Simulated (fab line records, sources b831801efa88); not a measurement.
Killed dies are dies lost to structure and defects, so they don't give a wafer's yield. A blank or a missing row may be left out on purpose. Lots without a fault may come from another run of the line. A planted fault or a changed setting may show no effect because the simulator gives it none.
Which tool did it? | flow gf180mcu | 7 lots, 21 wafers sampled, at 2 steps of a route of 602

WHAT THE GAUGES READ, wafer by wafer
GF_V5_OVL_MEAS_15.
lot  | measured     | on         | V5_OVL (nm)
L652 | day 27 13:40 | overlay-01 | 2 -3 3
L655 | day 28 15:07 | overlay-01 | 0 1 4
L658 | day 29 08:58 | overlay-01 | -7 -7 -3
L662 | day 30 20:44 | overlay-01 | -1 1 1
L663 | day 31 09:07 | overlay-01 | 3 -6 -2
L670 | day 32 15:02 | overlay-01 | 9 2 3
L674 | day 33 13:34 | overlay-01 | -1 4 2

WHICH TOOL RAN EACH LOT (tool, then ch and the chambers of the sampled wafers, then the start)
lot  | GF_CONTACT_SPUTTER_23
L652 | pvd_sputter-03, day 16 13:01
L655 | pvd_sputter-02, day 17 20:31
L658 | pvd_sputter-02, day 18 13:49
L662 | pvd_sputter-02, day 20 10:52
L663 | pvd_sputter-04, day 21 09:43
L670 | pvd_sputter-03, day 22 22:10
L674 | pvd_sputter-03, day 24 05:32
- GF_CONTACT_SPUTTER_23: material TiN, target thk 10 nm, time 40 s.

THE ANSWER, worked out from the rows above alone
Rule: what is usual is taken from the lots themselves. Put in order of their means at a reading, lots are off if they are a third of the lots or fewer, leave a main group of 4 or more, and stand apart from it by a gap of 3 or more times the standard deviation of the main group's means; of several such gaps the widest counts. A main group whose means are all the same, to the digits that the tables above print for the reading, isn't used. A lot without any number at a reading at which 4 lots or more have one is off too. The other lots that the step has rows for count as sound.
No lot is off at any reading shown: from this, nothing can be told.

WHAT THE SIMULATOR HAD PUT IN
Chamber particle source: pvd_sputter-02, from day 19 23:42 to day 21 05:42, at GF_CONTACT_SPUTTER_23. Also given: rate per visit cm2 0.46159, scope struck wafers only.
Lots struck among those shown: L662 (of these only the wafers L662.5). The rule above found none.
